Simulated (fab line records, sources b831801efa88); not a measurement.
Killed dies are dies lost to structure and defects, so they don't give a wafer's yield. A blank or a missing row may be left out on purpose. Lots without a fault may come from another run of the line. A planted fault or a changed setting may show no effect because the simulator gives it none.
A struck lot beside a sound one | flow sfq_line | 15 steps out of a route of 325
Sound: wafers L865.1, L865.3, L865.6. Struck: wafer L873.6. (L873.1, L873.5 of the same lot were not struck and are left out.) The cause comes at the end.
At each step with rows: each side's tool, then ch and its chambers, then its first start. Under that, the readings that differ: sound wafers | struck wafers | difference of the means | sigmas: that difference in standard deviations of wafers without a fault.
alike: readings whose means differ by less than 2 such deviations, and words and numbers that are the same on both sides. not compared: withheld readings, readings that some wafer has no value for, bounds like >300 that may hide the same value, and numbers for which the record gives no deviation and whose values overlap.
The two part at a step that has a row with sigmas, a row that says differs or no value, or rows on one side only. Numbers that don't overlap but have no deviation are shown without sigmas and don't part them. A reading that every wafer of one side lacks parts them only if that side has two wafers or more.

SFQ_TRILAYER_R5_DEP_SPUTTER_132: material Ti, target thk 5 nm, time 5 s.
  sound on pvd_sputter-03, day 57 11:50; struck on pvd_sputter-04, day 58 13:32
  alike: throttle_valve_pct
SFQ_TRILAYER_R5_DEP_SPUTTER_133: material MoNx, target thk 40 nm, time 66.7 s.
  sound on pvd_sputter-03, day 57 11:51; struck on pvd_sputter-04, day 58 13:33
  alike: throttle_valve_pct
SFQ_TRILAYER_R5_DEP_SPUTTER_134: material Ti, target thk 5 nm, time 5 s.
  sound on pvd_sputter-03, day 57 11:55; struck on pvd_sputter-04, day 58 13:36
  alike: throttle_valve_pct
SFQ_R5_RS_MEAS_933: measures by four-point-probe.
  sound on film_metro-03, day 57 11:56; struck on film_metro-03, day 58 13:37
  reading             | sound          | struck | difference | sigmas
  R5_MONX_RS (ohm/sq) | 6.91 6.99 7.01 | 7.14   | +0.17      | +3
SFQ_R5_THK_MEAS_934: measures by xrf.
  sound on film_metro-03, day 57 12:03; struck on film_metro-03, day 58 13:44
  reading          | sound          | struck | difference | sigmas
  R5_MONX_THK (nm) | 40.9 40.6 40.3 | 39.8   | -0.8       | -2
then, 6 steps without rows for these wafers: SFQ_TRILAYER_R5_LITHO_COAT_141 (resist thk 62 nm); SFQ_TRILAYER_R5_LITHO_COAT_136 (resist thk 600 nm); SFQ_TRILAYER_R5_LITHO_SOFTBAKE_140; SFQ_TRILAYER_R5_LITHO_EXPOSE_137 (exposes mask R5, target cd 500 nm); SFQ_TRILAYER_R5_LITHO_PEB_139 (peb time 60 s); SFQ_TRILAYER_R5_LITHO_DEVELOP_138 (time 60 s).
-- the record jumps here: 5 days lie between the struck wafers' starts before and after --
SFQ_R5_OVL_MEAS_935:
  sound on overlay-01, day 62 05:20; struck on overlay-01, day 63 11:28
  alike: R5_OVL
SFQ_TRILAYER_R5_BARC_OPEN_METAL_ETCH_177: etches BARC in O2, target depth 125 nm, time 41.7 s.
  sound on rie_metal-02 ch 0,1, day 62 05:22; struck on rie_metal-02 ch 0, day 63 11:30
  reading                                             | sound             | struck | difference | sigmas
  oes_product_au (a.u.)                               | 0.683 0.685 0.688 | 0.655  | -0.030     | -6
  run_length_s (s)                                    | 70.66 70.40 70.30 | 74.82  | +4.37      | +15
  model.KrF_of_TRILAYER_R5_LITHO_COAT_136.thk_nm (nm) | 524.6 527.1 527   | 518.3  | -7.9       |
  alike: drypump_motor_current_A, rf_fwd_power_W
  not compared: rf_hours_counter_h
SFQ_TRILAYER_R5_ETCH_METAL_ETCH_139: etches the open film in Cl2, stops on SiO2, target depth 60 nm, time 40 s.
  sound on rie_metal-02 ch 0,1, day 62 05:26; struck on rie_metal-02 ch 0, day 63 11:34
  reading                                             | sound             | struck | difference | sigmas
  model.KrF_of_TRILAYER_R5_LITHO_COAT_136.thk_nm (nm) | 501.1 503.4 503.3 | 494.4  | -8.2       |
  alike: drypump_motor_current_A, oes_product_au, rf_fwd_power_W, run_length_s
  not compared: rf_hours_counter_h
SFQ_TRILAYER_R5_STRIP_STRIP_140: strips in O2.
  sound on rie_metal-02 ch 0,1, day 62 05:29; struck on rie_metal-02 ch 0, day 63 11:37
  alike: drypump_motor_current_A, oes_product_au
  not compared: rf_hours_counter_h

WHERE THEY PART
First at SFQ_R5_RS_MEAS_933; last, within this record, at SFQ_TRILAYER_R5_BARC_OPEN_METAL_ETCH_177. Later steps at which nothing parts them and some readings are alike: SFQ_TRILAYER_R5_ETCH_METAL_ETCH_139, SFQ_TRILAYER_R5_STRIP_STRIP_140.

WHY: what the simulator had put in
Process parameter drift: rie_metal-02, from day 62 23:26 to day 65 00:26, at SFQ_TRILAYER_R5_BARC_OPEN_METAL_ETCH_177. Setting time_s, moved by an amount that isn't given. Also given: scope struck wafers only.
